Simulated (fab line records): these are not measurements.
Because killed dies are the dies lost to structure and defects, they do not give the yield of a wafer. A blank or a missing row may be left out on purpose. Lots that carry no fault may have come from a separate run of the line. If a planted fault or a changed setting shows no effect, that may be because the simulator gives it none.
A struck lot beside a sound one :: flow sky130 :: 17 steps out of a route of 708
Sound: the wafers L416.4, L416.5, L416.6. The struck wafers were L426.1, L426.2, L426.5. At the end, the cause is stated.
For every step that has rows: the tool of each side, followed by ch and its chambers, followed by its first start. Under that, the readings that differ: sound wafers :: struck wafers :: difference of the means :: sigmas: that difference in standard deviations of wafers without a fault.
alike: words and numbers the same on both sides, and readings whose means are apart by under 2 such deviations; not compared: readings that were withheld, readings missing a value for some wafer, numbers with overlapping values and no deviation given by the record, and bounds like >300 which may hide the same value.
The two part at a step that has a row with sigmas, a row that says differs or no value, or rows on one side only. Numbers that don't overlap but have no deviation are shown without sigmas and don't part them. A reading that every wafer of one side lacks parts them only if that side has two wafers or more.

SKY_LDD_HVP_TW_MEAS_10:
  sound on film-metro-03, day 25 22:44; struck on film-metro-02, day 28 20:07
  alike: LDD_HVP_TW
then, 7 steps without rows for these wafers: SKY_LDD_LDN_DEHYDRATE_00 (time 60 s); SKY_LDD_LDN_HMDS_01 (prime time 60 s); SKY_LDD_LDN_COAT_02 (resist thk 1140 nm); SKY_LDD_LDN_SOFTBAKE_03 (time 60 s); SKY_LDD_LDN_EXPOSE_04 (exposes mask LDNTM, target cd 700 nm); SKY_LDD_LDN_PEB_05; SKY_LDD_LDN_DEVELOP_06 (develop time 60 s).
SKY_LDD_LDN_OVL_MEAS_07:
  sound on overlay-01, day 27 04:41; struck on overlay-01, day 30 00:22
  alike: LDD_LDN_OVL
then, 3 steps without rows for these wafers: SKY_LDD_LDN_IMPLANT_08; SKY_LDD_LDN_IMPLANT_09; SKY_LDD_LDN_IMPLANT_10.
SKY_LDD_LDN_IMPLANT_11:
  sound on implanter-01 ch 0, day 27 05:14; struck on implanter-02 ch 0, day 30 00:51
reading: dose-ions-cm2
sound: 1.2523e+13 1.2495e+13 1.2485e+13
struck: 2.0772e+13 2.0767e+13 2.0748e+13
difference: +8.2613e+12
sigmas: +99 or more

reading: faraday-current-uA
sound: 73.8 70.0 70.6
struck: 117.3 114.7 116.1
difference: +44.6
sigmas: +34
SKY_LDD_LDN_STRIP_12: strips in O2/N2.
  sound on plasma-asher-03 ch 0,1, day 27 05:20; struck on plasma-asher-03 ch 0,1, day 30 01:00
  alike: chamber-pressure-mTorr, drypump-motor-current-A, oes-product-au, strip-time-to-endpoint-s
  not compared: rf-hours-counter-h
SKY_LDD_LDN_TW_MEAS_13:
  sound on film-metro-03, day 27 05:26; struck on film-metro-01, day 30 01:06
reading: LDD_LDN_TW
sound: 1473 1480 1484
struck: 1536 1545 1538
difference: +61
sigmas: +6
then, 1 step without rows for these wafers: SKY_LDD_LDN_CLEAN_14 (cleans in SC1/SC2, time 150 s).
-- here the record skips 21 days between the struck wafers' starts before and after, leaving off in module LDD_LDN and picking up in module PAD_OPEN (first step shown: number 708 of the route) --
SKY_PAD_OPEN_PROBE_99:
  sound on prober-02, day 48 18:07; struck on prober-02, day 50 14:43
reading: model.etest.tip-sonos.rs-ohm-sq
sound: 2693 2701 2702
struck: 2365 2384 2404
difference: -314
sigmas: 
  alike: killed_at_M0_to_M3, killed_at_M4_up, killed-at-contacts, killed-at-front-end, killed-at-other, killed-dies, killed-open, killed-short

## WHERE THEY PART
At SKY_LDD_LDN_IMPLANT_11 first; at SKY_LDD_LDN_TW_MEAS_13 last (within this record only). Later steps at which nothing parts them and some readings are alike: SKY_PAD_OPEN_PROBE_99.

WHY: what the simulator had put in
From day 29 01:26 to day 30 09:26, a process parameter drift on implanter-02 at SKY_LDD_LDN_IMPLANT_11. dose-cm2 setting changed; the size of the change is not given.
